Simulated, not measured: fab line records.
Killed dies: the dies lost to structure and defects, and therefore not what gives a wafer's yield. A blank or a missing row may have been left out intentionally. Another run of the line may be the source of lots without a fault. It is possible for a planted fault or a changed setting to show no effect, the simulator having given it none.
fab line records	flow sky130
record: lots: 6	wafers: 18	last-day: 49
route steps=708 shown VIA2@520 METAL3@532 PAD_OPEN@708
lots untouched by any fault: they come from a run of this same line in which no faults occurred
start-h: the number of hours between the record's first day and the start of the first shown wafer of the lot	wait-h: hours from the lot's prior step to this one	" as in the row above	L1.1+2: a row that stands for several wafers	- no value, or no start given	* or withheld: withheld	< > ~ a bound
route shown NAME@n: NAME is a module with steps in the file, n the number in the route of the first one	usual: mean and standard deviation over wafers with no fault	same: alike in all rows	chamber/n: place in a boat	sites: readings site by site	_std_site: standard deviation of those values	_edge_site: outer sites' mean less inner sites'	radius-mm: for every site, how far away it sits from the centre of the wafer	mask NAME#n: copy n	behind: the tool/chamber that last shaped the wafer	hold: the reason the lot was held/the length of the hold in hours/how it ended	device: whichever transistor did not switch (one of n, p or np)	end of line: the route-end tests of the same wafers	for a step that has no rows: nothing shown but its recipe	killed: the dies lost at the first sort to structure and to defects; this is not the yield of the wafer	map: dies across one wafer; x = killed, . = not, _ = none there
set.NAME: setting as actually run; set.NAME@STEP: the setting as run at that earlier step	model.NAME: the simulator's own value behind a step, which no gauge read
lots at some steps of the route; a table a step, a row a wafer
services: the hour from which a tool's chamber was out of use, counted from the record's first day as start-h (under 0 if before that day), plus the number of hours and why
== steps ==
step: SKY_VIA2_OVL_MEAS_13
usual: VIA2_OVL: 1/7.3
lot.wafer	tool	chamber	start-h	wait-h	VIA2_OVL[nm]
L943.2	overlay-01	-	913.22	0.1	-19
L943.3	"	-	"	"	-2
L943.4	"	-	"	"	-16
L945.2	overlay-01	-	915.17	0.1	6
L945.4	"	-	"	"	11
L945.6	"	-	"	"	8
L948.2	overlay-01	-	935.62	0.1	2
L948.5	"	-	"	"	0
L948.6	"	-	"	"	-5
L949.4	overlay-01	-	948.87	0.1	13
L949.5	"	-	"	"	6
L949.6	"	-	"	"	7
L954.1	overlay-01	-	978.66	0.1	-12
L954.4	"	-	"	"	-5
L954.6	"	-	"	"	1
L956.1	overlay-01	-	989.16	0.1	-9
L956.5	"	-	"	"	-5
L956.6	"	-	"	"	3
step: SKY_VIA2_ETCH_14
recipe: chemistry: N2/H2	target: BARC	ion-energy-ev: 200	source-w: 500	bias-w: 100	pressure-mtorr: 30	n2-flow-sccm: 100	h2-flow-sccm: 200	stop-on: SiO2	time-s: 45.9	target-depth-a: 600
usual: drypump-motor-current-A: 5.7/0.47	oes-product-au: 0.855/0.0048	throttle-valve-pct: 13.225/0.0085
lot.wafer	tool	chamber	start-h	wait-h	drypump-motor-current-A	oes-product-au	rf-hours-counter-h	throttle-valve-pct
L943.2	rie-diel-03	2	913.25	0.0	6.0	0.852	27	13.210
L943.3	"	1	"	"	6.3	0.859	9	13.237
L943.4	"	3	"	"	5.6	0.852	14	13.219
L945.2	rie-diel-04	0	915.20	0.0	4.8	0.855	21	13.233
L945.4	"	0	"	"	4.8	0.864	-	13.230
L945.6	"	3	"	"	5.5	0.854	-	13.235
L948.2	rie-diel-01	1	935.65	0.0	5.3	0.843	9	13.226
L948.5	"	3	"	"	6.0	0.862	-	13.221
L948.6	"	2	"	"	6.0	0.853	-	13.223
L949.4	rie-diel-04	2	948.91	0.0	5.6	0.855	-	13.214
L949.5	"	1	"	"	5.1	0.860	-	13.221
L949.6	"	0	"	"	4.8	0.847	-	13.218
L954.1	rie-diel-03	2	978.70	0.0	6.0	0.851	29	13.228
L954.4	"	0	"	"	6.6	0.854	16	13.241
L954.6	"	2	"	"	6.0	0.848	-	13.235
L956.1	rie-diel-01	0	989.20	0.0	5.8	0.859	13	13.217
L956.5	"	2	"	"	6.0	0.861	-	13.222
L956.6	"	1	"	"	5.3	0.863	-	13.233
step: SKY_VIA2_ETCH_15
recipe: target: SiO2	chemistry: C4F8/O2/Ar	target-depth-nm: 546	stop-on: TiN	mask-material: KrF-thick	source-w: 1500	bias-w: 1200	pressure-mtorr: 40	c4f8-flow-sccm: withheld	O2_flow_sccm: 6	Ar_flow_sccm: 300	time-s: 84
usual: oes-product-au: 0.941/0.0046
lot.wafer	tool	chamber	start-h	wait-h	oes-product-au	rf-hours-counter-h
L943.2	rie-diel-03	2	913.30	0.0	0.939	27
L943.3	"	1	"	"	0.944	9
L943.4	"	3	"	"	0.935	14
L945.2	rie-diel-04	0	915.25	0.0	0.939	21
L945.4	"	0	"	"	0.937	-
L945.6	"	3	"	"	0.941	-
L948.2	rie-diel-01	1	935.70	0.0	0.934	9
L948.5	"	3	"	"	0.939	-
L948.6	"	2	"	"	0.940	-
L949.4	rie-diel-04	2	948.96	0.0	0.948	-
L949.5	"	1	"	"	0.941	-
L949.6	"	0	"	"	0.936	-
L954.1	rie-diel-03	2	978.74	0.0	0.938	29
L954.4	"	0	"	"	0.938	16
L954.6	"	2	"	"	0.944	-
L956.1	rie-diel-01	0	989.24	0.0	0.935	13
L956.5	"	2	"	"	0.945	-
L956.6	"	1	"	"	0.937	-
step: SKY_VIA2_STRIP_16
recipe: chemistry: O2/N2	power-w: 1400	pressure-mtorr: 1500	platen-temp-c: withheld	o2-flow-sccm: 3000	n2-flow-sccm: 300	overash-fraction: 0.5
usual: drypump-motor-current-A: 5.7/0.39	oes-product-au: 0.399/0.0049	strip-time-to-endpoint-s: 4.052/0.02
lot.wafer	tool	chamber	start-h	wait-h	drypump-motor-current-A	oes-product-au	rf-hours-counter-h	strip-time-to-endpoint-s
L943.2	plasma-asher-02	1	913.36	0.0	6.4	0.407	17	4.057
L943.3	"	1	"	"	6.4	0.399	-	4.047
L943.4	"	0	"	"	5.6	0.397	-	4.076
L945.2	plasma-asher-02	1	915.31	0.0	6.4	0.400	18	4.088
L945.4	"	0	"	"	5.6	0.398	-	4.069
L945.6	"	1	"	"	6.4	0.398	-	4.062
L948.2	plasma-asher-03	1	935.76	0.0	5.2	0.400	109	4.036
L948.5	"	1	"	"	5.2	0.398	-	4.027
L948.6	"	0	"	"	5.3	0.408	-	4.018
L949.4	plasma-asher-04	1	949.03	0.0	5.8	0.395	-	4.081
L949.5	"	0	"	"	5.8	0.399	-	4.077
L949.6	"	1	"	"	5.8	0.397	-	4.060
L954.1	plasma-asher-03	0	978.80	0.0	5.3	0.396	113	4.038
L954.4	"	1	"	"	5.2	0.408	-	4.034
L954.6	"	0	"	"	5.3	0.392	-	4.045
L956.1	plasma-asher-03	0	989.30	0.0	5.3	0.397	114	4.059
L956.5	"	1	"	"	5.2	0.398	-	4.055
L956.6	"	0	"	"	5.3	0.396	-	4.071
step: SKY_VIA2_STRIP_17
recipe: chemistry: post-etch-residue-remover	time-s: 1200	temp-c: 72.5
step: SKY_VIA2_CLEAN_18
recipe: chemistry: IPA	time-s: 180	temp-c: 25
step: SKY_VIA2_CLEAN_19
recipe: chemistry: O3/DIW	dry: n2-spin
step: SKY_VIA2_SPUTTER_20
recipe: material: TiN	target-thk-nm: 20	chamber-pressure-pa: 5	power-w: 4000	time-s: 80
step: SKY_VIA2_CVD_21
recipe: material: W	target-thk-nm: 420	time-s: 126.4	temp-c: 400	pressure-torr: 40
usual: heater-power-w: 814/97
lot.wafer	tool	chamber	start-h	wait-h	heater-power-w
L943.2	cvd-w-01	0	914.06	0.1	840
L943.3	"	0	"	"	810
L943.4	"	0	"	"	829
L945.2	cvd-w-01	0	916.06	0.1	806
L945.4	"	0	"	"	844
L945.6	"	0	"	"	845
L948.2	cvd-w-01	0	936.42	0.0	828
L948.5	"	1	"	"	982
L948.6	"	0	"	"	831
L949.4	cvd-w-02	1	949.69	0.1	824
L949.5	"	0	"	"	698
L949.6	"	1	"	"	815
L954.1	cvd-w-02	0	979.45	0.0	698
L954.4	"	1	"	"	797
L954.6	"	1	"	"	791
L956.1	cvd-w-02	1	989.99	0.0	817
L956.5	"	0	"	"	690
L956.6	"	1	"	"	802
step: SKY_VIA2_RS_MEAS_22
recipe: thk-meas-gauge: four-point-probe	reads: W_of_VIA2_CVD_21+TiN_of_VIA2_SPUTTER_20
usual: VIA2_W_RS: 0.2725/0.0022
lot.wafer	tool	chamber	start-h	wait-h	VIA2_W_RS[ohm/sq]
L943.2	film-metro-01	-	914.29	0.2	0.2719
L943.3	"	-	"	"	0.2747
L943.4	"	-	"	"	0.2731
L945.2	film-metro-04	-	916.30	0.2	0.2766
L945.4	"	-	"	"	0.2759
L945.6	"	-	"	"	0.2739
L948.2	film-metro-01	-	936.57	0.1	0.2723
L948.5	"	-	"	"	0.2714
L948.6	"	-	"	"	0.2725
L949.4	film-metro-03	-	949.84	0.1	0.2680
L949.5	"	-	"	"	0.2708
L949.6	"	-	"	"	0.2730
L954.1	film-metro-03	-	979.58	0.1	0.2721
L954.4	"	-	"	"	0.2742
L954.6	"	-	"	"	0.2724
L956.1	film-metro-01	-	990.12	0.1	0.2747
L956.5	"	-	"	"	0.2717
L956.6	"	-	"	"	0.2711
step: SKY_VIA2_THK_MEAS_23
recipe: thk-meas-gauge: xrf	reads: W_of_VIA2_CVD_21
usual: VIA2_W_THK: 421/5.3
lot.wafer	tool	chamber	start-h	wait-h	VIA2_W_THK[nm]
L943.2	film-metro-01	-	914.40	0.1	424
L943.3	"	-	"	"	421
L943.4	"	-	"	"	422
L945.2	film-metro-04	-	916.41	0.1	412
L945.4	"	-	"	"	416
L945.6	"	-	"	"	415
L948.2	film-metro-01	-	936.68	0.1	423
L948.5	"	-	"	"	421
L948.6	"	-	"	"	421
L949.4	film-metro-03	-	949.93	0.1	427
L949.5	"	-	"	"	422
L949.6	"	-	"	"	418
L954.1	film-metro-03	-	979.70	0.1	422
L954.4	"	-	"	"	421
L954.6	"	-	"	"	427
L956.1	film-metro-01	-	990.24	0.1	418
L956.5	"	-	"	"	422
L956.6	"	-	"	"	422
step: SKY_VIA2_CMP_24
recipe: stop-on: SiO2	t-overpolish-s: 20	down-force-psi: 3.5	platen-rpm: 60	target-thk-nm: 0	pad-velocity-m-s: 0.94248
step: SKY_METAL3_SPUTTER_00
recipe: material: Ti	target-thk-nm: 15	power-w: 3000	time-s: 10	chamber-pressure-pa: 0.4
usual: cathode-dc-power-W: 2999.9/0.52	throttle-valve-pct: 29.6/0.71
lot.wafer	tool	chamber	start-h	wait-h	cathode-dc-power-W	throttle-valve-pct	model.Ti_of_METAL3_SPUTTER_00.thk-nm
L943.2	pvd-sputter-04	-	914.78	0.3	3000.4	29.7	12.85
L943.3	"	-	"	"	3000.2	29.3	12.76
L943.4	"	-	"	"	2999.4	30.3	12.88
L945.2	pvd-sputter-04	-	916.76	0.1	3000.0	30.6	12.92
L945.4	"	-	"	"	3000.7	30.5	12.83
L945.6	"	-	"	"	3000.2	30.5	12.97
L948.2	pvd-sputter-03	-	937.03	0.1	2999.6	29.2	15.15
L948.5	"	-	"	"	2999.5	30.2	15.26
L948.6	"	-	"	"	3000.1	29.1	15.33
L949.4	pvd-sputter-01	-	950.26	0.1	3000.3	29.1	14.8
L949.5	"	-	"	"	3000.2	30.0	14.74
L949.6	"	-	"	"	2999.5	30.3	14.86
L954.1	pvd-sputter-04	-	980.06	0.1	3000.3	29.3	15.19
L954.4	"	-	"	"	2999.7	30.3	15.06
L954.6	"	-	"	"	2999.3	30.5	15.19
L956.1	pvd-sputter-04	-	990.60	0.2	3000.1	30.2	15.01
L956.5	"	-	"	"	3000.3	30.7	15.23
L956.6	"	-	"	"	3000.4	29.3	15.15
step: SKY_METAL3_SPUTTER_01
recipe: material: TiN	target-thk-nm: 20	power-w: 6500	time-s: 16.7	chamber-pressure-pa: 0.4
usual: cathode-dc-power-W: 6499.8/1.3	throttle-valve-pct: 29.6/0.71
lot.wafer	tool	chamber	start-h	wait-h	cathode-dc-power-W	throttle-valve-pct
L943.2	pvd-sputter-04	-	914.80	0.0	6498.0	29.6
L943.3	"	-	"	"	6500.1	29.2
L943.4	"	-	"	"	6499.7	30.2
L945.2	pvd-sputter-04	-	916.78	0.0	6499.2	30.6
L945.4	"	-	"	"	6498.8	30.3
L945.6	"	-	"	"	6502.2	30.5
L948.2	pvd-sputter-03	-	937.05	0.0	6500.5	29.0
L948.5	"	-	"	"	6500.5	30.1
L948.6	"	-	"	"	6498.5	29.2
L949.4	pvd-sputter-01	-	950.28	0.0	6503.3	29.0
L949.5	"	-	"	"	6500.2	29.9
L949.6	"	-	"	"	6500.0	30.2
L954.1	pvd-sputter-04	-	980.09	0.0	6500.6	29.1
L954.4	"	-	"	"	6503.1	30.2
L954.6	"	-	"	"	6500.6	30.6
L956.1	pvd-sputter-04	-	990.63	0.0	6500.0	30.4
L956.5	"	-	"	"	6498.0	30.2
L956.6	"	-	"	"	6500.0	29.2
step: SKY_PAD_OPEN_PROBE_99
usual: defect-limited-yield: 82.2/2.1	killed_at_M0_to_M3: 43/8	killed_at_M4_up: 2.9/1.6	killed-at-contacts: 26/5.2	killed-at-front-end: 15/4.3	killed-at-other: 0.3/0.56	killed-dies: 87/10	killed-open: 48/6.9	killed-short: 40/6.5	sort_bin_3_pad_short: 0.9/0.36	sort_bin_5_function: 10.5/1.5	sort_bin_6_memory: 6.4/1.3	sort-n-pass: 405/10	sort-yield-pct: 82.2/2.1
same: gross-dies: 492	killed-at-back-side: 0	sort_bin_4_leakage[%]: 0	sort_bin_8_speed[%]: 0
lot.wafer	tool	chamber	start-h	wait-h	defect-limited-yield[%]	killed_at_M0_to_M3	killed_at_M4_up	killed-at-contacts	killed-at-front-end	killed-at-other	killed-dies	killed-open	killed-short	sort_bin_3_pad_short[%]	sort_bin_5_function[%]	sort_bin_6_memory[%]	sort-n-pass	sort-yield-pct[%]
L943.2	prober-02	-	1127.16	0.1	81.9	40	1	24	24	0	89	47	42	1.6	10.4	6.1	403	81.9
L943.3	prober-02	-	1127.21	0.2	79.5	40	4	32	25	0	101	57	44	0.8	11.4	8.3	391	79.5
L943.4	prober-02	-	1127.26	0.2	80.3	45	2	24	25	1	97	51	46	1.4	11.6	6.7	395	80.3
L954.1	prober-01	-	1177.92	0.1	83.3	38	7	26	11	0	82	43	39	0.6	10.4	5.7	410	83.3
L954.4	prober-01	-	1178.07	0.2	83.1	38	3	30	12	0	83	46	37	1.0	10.6	5.3	409	83.1
L954.6	prober-01	-	1178.17	0.2	84.8	40	1	22	12	0	75	42	33	0.6	10.6	4.1	417	84.8
killed by level:class
L943.2 FIELD_ISO:geometric-particle:open=12 VIA2:geometric-particle:open=7 CONTACT:geometric-particle:short=7 VIA3:geometric-particle:open=7 VIA1:geometric-particle:open=6 LI_CONTACT:geometric-particle:short=6 CONTACT:geometric-particle:open=6 VIA1:geometric-particle:short=6
L943.3 VIA1:geometric-particle:open=10 CONTACT:geometric-particle:open=10 VIA3:geometric-particle:open=9 FIELD_ISO:geometric-particle:short=7 LOCAL_INTERCONNECT:geometric-particle:short=7 VIA2:geometric-particle:open=7 POLY_GATE:geometric-particle:short=6 LI_CONTACT:geometric-particle:open=6
L943.4 VIA1:geometric-particle:open=10 VIA3:geometric-particle:open=9 FIELD_ISO:geometric-particle:short=8 VIA1:geometric-particle:short=8 CONTACT:geometric-particle:open=8 FIELD_ISO:geometric-particle:open=7 LI_CONTACT:geometric-particle:open=7 POLY_GATE:geometric-particle:short=5
L954.1 CONTACT:geometric-particle:open=12 VIA1:geometric-particle:open=7 METAL2:geometric-particle:short=7 METAL4:geometric-particle:short=6 FIELD_ISO:geometric-particle:open=5 VIA3:geometric-particle:open=5 LI_CONTACT:geometric-particle:open=4 CONTACT:geometric-particle:short=4
L954.4 CONTACT:geometric-particle:open=18 VIA3:geometric-particle:open=7 METAL2:geometric-particle:short=6 FIELD_ISO:geometric-particle:open=5 VIA1:geometric-particle:open=5 METAL3:geometric-particle:short=5 LI_CONTACT:geometric-particle:open=4 CONTACT:geometric-particle:short=4
L954.6 VIA1:geometric-particle:open=12 CONTACT:geometric-particle:open=8 METAL2:geometric-particle:short=8 CONTACT:geometric-particle:short=6 VIA2:geometric-particle:open=6 FIELD_ISO:geometric-particle:short=5 LI_CONTACT:geometric-particle:open=5 METAL2:geometric-particle:open=4
== services ==
tool	chamber	start-h	hours	kind
cvd-w-01	1	901.89	25.6	repair
cvd-w-02	-	904.00	14.0	pm
cvd-w-02	0	904.00	14.0	vent-cycle
rie-diel-01	1	907.74	8.9	repair
rie-diel-03	1	913.54	3.3	repair
rie-diel-04	2	914.48	2.0	repair
rie-diel-04	3	927.20	-	clean
rie-diel-04	3	927.20	25.1	scheduled-down
rie-diel-04	3	927.20	25.1	vent-cycle
rie-diel-04	2	933.97	7.7	repair
pvd-sputter-04	2	948.39	-	consumable-replace:kit
pvd-sputter-04	2	948.39	18.0	scheduled-down
pvd-sputter-04	2	948.39	18.0	vent-cycle
cvd-w-01	-	955.62	6.9	pm
rie-diel-03	0	960.10	11.7	repair
cvd-w-01	-	967.40	28.1	pm
rie-diel-03	3	967.53	3.3	repair
pvd-sputter-01	-	967.80	4.0	repair
rie-diel-04	0	971.30	17.9	repair
pvd-sputter-04	-	975.84	3.6	repair
rie-diel-04	3	983.01	36.8	repair
rie-diel-03	2	984.99	-	clean
rie-diel-03	2	984.99	17.2	scheduled-down
rie-diel-03	2	984.99	17.2	vent-cycle
== key ==
first-sign none at tools or gauges
model-effect: step: SKY_METAL3_SPUTTER_00	value: Ti_of_METAL3_SPUTTER_00.thk-nm	without: 14.93	struck: 12.87
met-at SKY_METAL3_SPUTTER_00
struck-wafers L943.2,L943.3,L943.4,L945.2,L945.4,L945.6
also-fits SKY_VIA2_STRIP_16:plasma-asher-02
fault: kind: process-parameter-drift	tool: pvd-sputter-04	chamber: -	onset-h: 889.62	steps: SKY_METAL3_SPUTTER_00	channel: time-s	offset: *	shape: step	end-h: 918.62	acts-in: *	stated: *
